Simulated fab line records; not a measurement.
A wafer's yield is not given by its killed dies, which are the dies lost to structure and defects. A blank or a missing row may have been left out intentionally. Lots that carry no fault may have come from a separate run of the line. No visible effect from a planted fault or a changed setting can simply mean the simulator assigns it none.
The tool behind it: which one? | flow gf180mcu | 39 wafers from 13 lots sampled at 5 of the route's 602 steps

== WHAT THE GAUGES READ, wafer by wafer ==
GF_M4_RS_MEAS_05: measurement is done with a four-point probe.
lot  | measured     | on            | M4_ALCU_RS (ohm/sq)
L957 | day 22 08:24 | film metro-02 | 0.0702 0.0704 0.0695
L958 | day 22 16:08 | film metro-02 | 0.0697 0.0694 0.0689
L962 | day 24 06:07 | film metro-01 | 0.0703 0.0695 0.0697
L963 | day 24 14:41 | film metro-01 | 0.0696 0.0702 0.0704
L964 | day 25 00:57 | film metro-02 | 0.0715 0.0694 0.0714
L965 | day 25 11:31 | film metro-04 | 0.0685 0.0700 0.0699
L966 | day 25 17:58 | film metro-01 | 0.0694 0.0685 0.0688
L969 | day 26 13:11 | film metro-01 | 0.0682 0.0697 0.0688
L971 | day 27 07:02 | film metro-02 | 0.0701 0.0705 0.0714
L977 | day 28 22:20 | film metro-02 | 0.0688 0.0694 0.0692
L978 | day 29 05:20 | film metro-01 | 0.0697 0.0702 0.0703
L979 | day 29 09:16 | film metro-02 | 0.0699 0.0708 0.0698
L980 | day 29 22:13 | film metro-02 | 0.0693 0.0690 0.0696

GF_M4_CD_MEAS_14: the cd target is 280 nm.
lot  | measured     | on        | cd nm (nm)
L957 | day 23 06:46 | cd sem-02 | 281.5 281.7 281.5
L958 | day 23 15:05 | cd sem-01 | 280.4 280.6 278.8
L962 | day 25 03:52 | cd sem-02 | 281.1 281.2 282.2
L963 | day 25 11:33 | cd sem-01 | 280.7 280.5 281.4
L964 | day 25 21:33 | cd sem-01 | 278.7 279.0 279.4
L965 | day 26 08:14 | cd sem-01 | 282.1 283.4 282.7
L966 | day 26 15:11 | cd sem-02 | 280.4 280.7 280.4
L969 | day 27 09:24 | cd sem-02 | 296.5 297.1 298.7
L971 | day 28 02:58 | cd sem-02 | 293.0 294.9 293.2
L977 | day 29 17:09 | cd sem-01 | 279.2 279.7 279.5
L978 | day 30 00:03 | cd sem-02 | 280.2 280.7 280.3
L979 | day 30 03:44 | cd sem-02 | 279.3 280.4 280.5
L980 | day 30 14:59 | cd sem-02 | 278.7 279.2 278.9

== EACH LOT AND THE TOOL THAT RAN IT (in order: tool; ch and the chambers of the sampled wafers; start) ==
lot  | GF_V3_SPUTTER_22             | GF_M4_SPUTTER_00             | GF_M4_SOFTBAKE_10
L957 | pvd sputter-03, day 22 07:32 | pvd sputter-01, day 22 08:10 | litho track-01 ch 0, day 22 19:41
L958 | pvd sputter-03, day 22 15:17 | pvd sputter-03, day 22 15:55 | litho track-03 ch 0, day 23 03:36
L962 | pvd sputter-04, day 24 05:14 | pvd sputter-01, day 24 05:52 | litho track-04 ch 0, day 24 16:58
L963 | pvd sputter-01, day 24 13:50 | pvd sputter-02, day 24 14:28 | litho track-01 ch 0, day 25 01:12
L964 | pvd sputter-01, day 25 00:05 | pvd sputter-03, day 25 00:44 | litho track-04 ch 0, day 25 11:29
L965 | pvd sputter-01, day 25 10:35 | pvd sputter-01, day 25 11:14 | litho track-04 ch 0, day 25 21:41
L966 | pvd sputter-04, day 25 17:05 | pvd sputter-01, day 25 17:43 | litho track-04 ch 0, day 26 04:32
L969 | pvd sputter-04, day 26 12:20 | pvd sputter-03, day 26 12:58 | litho track-04 ch 0, day 26 23:05
L971 | pvd sputter-03, day 27 06:08 | pvd sputter-01, day 27 06:46 | litho track-04 ch 0, day 27 16:49
L977 | pvd sputter-03, day 28 21:29 | pvd sputter-03, day 28 22:07 | litho track-01 ch 0, day 29 07:30
L978 | pvd sputter-03, day 29 04:29 | pvd sputter-01, day 29 05:07 | litho track-01 ch 0, day 29 14:42
L979 | pvd sputter-03, day 29 08:23 | pvd sputter-01, day 29 09:01 | litho track-03 ch 0, day 29 18:42
L980 | pvd sputter-01, day 29 19:16 | pvd sputter-01, day 29 21:59 | litho track-03 ch 0, day 30 06:06
- GF_V3_SPUTTER_22: material TiN, target thk 10 nm, time 40 s.
- GF_M4_SPUTTER_00: material Ti, target thk 37.5 nm, time 150 s.
- GF_M4_SOFTBAKE_10: time 60 s.

== AS READ BY THE TOOLS THEMSELVES (means over the sampled wafers that have a number; for cases with no such wafer, the mark the record gives instead) ==
GF_V3_SPUTTER_22.
lot  | tool           | throttle valve pct (%)
L957 | pvd sputter-03 | 30.5
L958 | pvd sputter-03 | 30.1
L962 | pvd sputter-04 | 30.7
L963 | pvd sputter-01 | 29.7
L964 | pvd sputter-01 | 30.1
L965 | pvd sputter-01 | 29.5
L966 | pvd sputter-04 | 29.7
L969 | pvd sputter-04 | 30.4
L971 | pvd sputter-03 | 30.3
L977 | pvd sputter-03 | 30.1
L978 | pvd sputter-03 | 30.3
L979 | pvd sputter-03 | 30.8
L980 | pvd sputter-01 | 29.5

GF_M4_SPUTTER_00.
lot  | tool           | throttle valve pct (%)
L957 | pvd sputter-01 | 29.8
L958 | pvd sputter-03 | 31.2
L962 | pvd sputter-01 | 29.0
L963 | pvd sputter-02 | 28.7
L964 | pvd sputter-03 | 30.4
L965 | pvd sputter-01 | 29.8
L966 | pvd sputter-01 | 29.4
L969 | pvd sputter-03 | 30.2
L971 | pvd sputter-01 | 29.7
L977 | pvd sputter-03 | 29.9
L978 | pvd sputter-01 | 29.8
L979 | pvd sputter-01 | 29.2
L980 | pvd sputter-01 | 29.2

GF_M4_SOFTBAKE_10.
lot  | tool           | heater power total W (W) | plate temp C (C)
L957 | litho track-01 | 93.05                    | 129.87
L958 | litho track-03 | 93.04                    | 129.91
L962 | litho track-04 | 93.05                    | 130.01
L963 | litho track-01 | 93.10                    | 129.92
L964 | litho track-04 | 93.02                    | 129.93
L965 | litho track-04 | 93.07                    | 129.92
L966 | litho track-04 | 93.02                    | 129.95
L969 | litho track-04 | 86.52                    | 122.89
L971 | litho track-04 | 86.50                    | 123.01
L977 | litho track-01 | 93.07                    | 130.08
L978 | litho track-01 | 93.09                    | 130.02
L979 | litho track-03 | 93.08                    | 130.03
L980 | litho track-03 | 92.99                    | 129.86

== THE ANSWER, worked out from the rows above alone ==
Rule: the lots themselves supply what counts as usual. The widest of any qualifying gaps counts: lots, ordered by their means at a reading, are off when they make up no more than a third of the lots, leave a main group of 4 or more, and stand apart from it by 3 or more times the standard deviation of that group's means. Not used: any main group whose means are identical at the precision the tables above print for the reading. A lot without any number at a reading at which 4 lots or more have one is off too. All remaining lots with rows at the step are treated as sound. Order of review: gauges by route order, followed by the tools' own readings, for which a lot's mean as printed above is used. The first step at which some lot is off is used, and at that step the reading that is off furthest; a lot without a number counts as furthest.
Off at GF_M4_CD_MEAS_14 (cd nm): L969, L971. For the main group the mean is 280.5 nm and the standard deviation 1.1.
A tool fits if, at a process step before that reading, it ran every lot that is off, and no sound lot after the first of them. The gauges at GF_M4_CD_MEAS_14 aren't tried: what is off there is off at GF_M4_SOFTBAKE_10 too, on other tools, and a gauge's error can't cause that. One fits: GF_M4_SOFTBAKE_10 on litho track-04. Its last sound lot is L966 (day 26 04:32), its first lot that is off L969 (day 26 23:05): a fault that began between those two fits.
The tool's own readings at GF_M4_SOFTBAKE_10 bear it out: on the lots that are off they differ by more than 5 times the standard deviation of the sound lots' means. heater power total W reads 86.51 W there against 93.05 W on the sound lots; plate temp C reads 122.95 C there against 129.95 C on the sound lots.

== WHAT WAS PUT IN BY THE SIMULATOR ==
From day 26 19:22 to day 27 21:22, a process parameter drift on litho track-04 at GF_M4_SOFTBAKE_10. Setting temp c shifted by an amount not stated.
Struck lots among those shown: L969, L971. Same finding as the rule above.
